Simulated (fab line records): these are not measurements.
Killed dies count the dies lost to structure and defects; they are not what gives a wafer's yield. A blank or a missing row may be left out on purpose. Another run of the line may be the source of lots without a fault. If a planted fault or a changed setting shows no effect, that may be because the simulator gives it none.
8D (eight disciplines) problem report, filled in by code / flow sfq line / the parts of the form that need people (team, actions taken, sign-off) are left out

1. THE ISSUE
Wafers without a fault read 0.685 a.u., standard deviation 0.0047; oes product au at SFQ_TRILAYER_I2_VIA_BARC_OPEN_VIA_ETCH_096 reads a mean of 0.734 a.u. on 2 wafers belonging to 2 lots. Measured from the usual mean, that is +10 standard deviations.
The step: etches BARC in O2, target depth 125 nm, time 41.7 s.
First observed at day 28 23:42: wafer L177.5, on rie diel-01. The record has a number at this step for 42 wafers belonging to 14 lots. Rule for "out", or "out of limits": more than 4 standard deviations from the usual mean. The other wafers with a number count as sound.

2. WHAT THIS IS AND IS NOT
question=which readings at this step | is=oes product au | is not=drypump motor current A
question=which lots | is=L177, L179 | is not=L166, L167, L168, L169, L170, L176, L182, L183, L185, L186, L187, L188
question=which wafers of those lots | is=L177.5, L179.4 | is not=L177.1, L177.3, L179.2, L179.6
question=read on which tools | is=rie diel-01, rie diel-02 | is not=rie diel-03
question=when | is=from day 28 23:42 | is not=up to then (20 sound wafers); but 20 sound wafers of L179, L182, L183, L185, L186, L187, L188 came after

3. SUSPECTS, AND WHAT RULES EACH OUT
Counting: a tool at a process step up to the reading stays a suspect if it ran every lot that is out. Sound lots after the first of them don't rule it out here, since some wafers of a struck lot are sound.
- litho track-01 at SFQ_TRILAYER_I2_VIA_LITHO_COAT_072 (resist thk 62 nm): kept. Every lot that is out went through it, the first being L177 (day 25 21:49); the last sound lot it ran before that was L176 (day 25 15:04).
Remaining after the count: litho track-01 at SFQ_TRILAYER_I2_VIA_LITHO_COAT_072.

4. THE CAUSE (what the simulator had put in)
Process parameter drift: litho track-01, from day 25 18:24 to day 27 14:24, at SFQ_TRILAYER_I2_VIA_LITHO_COAT_072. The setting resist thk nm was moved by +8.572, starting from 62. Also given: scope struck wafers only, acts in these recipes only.
Counting left only this tool.

5. SEQUENCE OF EFFECTS, ordered by route
One row per reading whose mean, taken over the struck wafers that have a number, lies over 3 standard deviations from the usual. Only readings whose record carries a usual standard deviation are examined. hours: median over the lots of the time between each lot's start at the first step of this table that gives one and its start at this step. sigmas: the change, counted in usual standard deviations.
hours=0; step=SFQ_TRILAYER_I2_VIA_BARC_OPEN_VIA_ETCH_096; reading=oes product au; usual=0.685 a.u.; on struck wafers=0.734; change=+0.049; sigmas=+10
Its process steps:
- SFQ_TRILAYER_I2_VIA_BARC_OPEN_VIA_ETCH_096: etches BARC in O2, target depth 125 nm, time 41.7 s.

6. HOW IT WOULD HAVE BEEN CAUGHT EARLIER
In this record the first reading out of limits was taken at day 28 23:42, 77 hours after the fault began at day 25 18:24.
Lots out: 2; all had begun SFQ_TRILAYER_I2_VIA_LITHO_COAT_072 on litho track-01 by day 28 23:42. None of them would have been spared by holding the tool at that moment.
